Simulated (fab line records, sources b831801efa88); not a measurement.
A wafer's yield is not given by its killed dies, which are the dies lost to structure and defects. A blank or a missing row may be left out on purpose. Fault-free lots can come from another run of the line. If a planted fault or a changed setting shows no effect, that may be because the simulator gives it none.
Which tool is to blame? ; flow sky130 ; 12 lots, 36 wafers sampled, at 2 steps of a route of 708

WHAT THE GAUGES SHOWED, per wafer
SKY_VT_ADJUST_HVTR_OVL_MEAS_08. Usual: VT_ADJUST_HVTR_OVL 0.0 nm, standard deviation 2.
lot;measured;on;VT_ADJUST_HVTR_OVL (nm);flag
L825;day 9 17:14;overlay-02;-5.1 -2.9 -4.0;
L826;day 9 17:32;overlay-02;-1.4 -1.0 -0.1;
L827;day 10 05:43;overlay-02;-1.0 0.0 -1.7;
L828;day 10 10:52;overlay-02;-0.3 0.9 2.5;
L833;day 11 23:44;overlay-01;1.9 0.7 3.9;
L840;day 14 04:47;overlay-02;-3.4 -3.1 -3.0;
L841;day 14 09:50;overlay-01;-0.1 0.3 -1.2;
L842;day 14 14:41;overlay-01;-0.2 -1.9 -1.9;
L843;day 14 20:20;overlay-02;-2.4 -2.0 -0.3;
L845;day 15 13:14;overlay-01;1.4 1.9 1.3;
L846;day 15 18:55;overlay-02;0.9 2.1 0.9;
L848;day 16 16:41;overlay-01;-0.9 -3.2 -2.8;

SKY_SONOS_ONO_OVL_MEAS_14. Usual: SONOS_ONO_OVL -0.3 nm, standard deviation 1.3.
lot;measured;on;SONOS_ONO_OVL (nm);flag
L825;day 13 00:19;overlay-02;1.0 0.1 0.9;
L826;day 13 00:01;overlay-02;-1.9 -1.1 -1.2;
L827;day 13 09:59;overlay-02;-2.7 -1.0 -1.9;
L828;day 13 13:56;overlay-02;1.2 1.5 1.0;
L833;day 15 09:06;overlay-02;1.0 1.2 1.7;
L840;day 17 22:05;overlay-02;0.2 0.6 -0.9;
L841;day 18 04:35;overlay-02;1.6 1.9 1.4;
L842;day 18 06:41;overlay-02;-2.1 -1.5 -0.3;
L843;day 18 14:23;overlay-01;0.1 -0.4 -1.7;
L845;day 19 12:11;overlay-02;0.9 -0.2 -0.6;
L846;day 19 18:18;overlay-01;2.2 1.6 1.0;
L848;day 20 15:59;overlay-02;-1.7 -0.6 -0.8;

WHAT TOOL EACH LOT RAN ON (gives the tool, then ch and the chambers of the sampled wafers, and finally the start)
Record: no process step prior to these readings.

AS READ BY THE TOOLS THEMSELVES (means over the sampled wafers that have a number; for cases with no such wafer, the mark the record gives instead)
The record holds no such reading with a usual standard deviation.

THE ANSWER, worked out from the rows above alone
Rule: take the mean of a lot's wafers that have a number; if it is more than 3 standard deviations from the usual mean, the lot is off. Also off: a lot with no number at a reading for which 4 or more lots have one. The other lots that the step has rows for count as sound. The gauges are gone through in route order, then the tools' own readings, and for those a lot's mean is taken as printed above. The first step at which some lot is off is used, and at that step the reading that is off furthest; a lot without a number counts as furthest.
None of the lots is off at any reading shown; this tells nothing.

WHAT HAD BEEN PUT IN BY THE SIMULATOR
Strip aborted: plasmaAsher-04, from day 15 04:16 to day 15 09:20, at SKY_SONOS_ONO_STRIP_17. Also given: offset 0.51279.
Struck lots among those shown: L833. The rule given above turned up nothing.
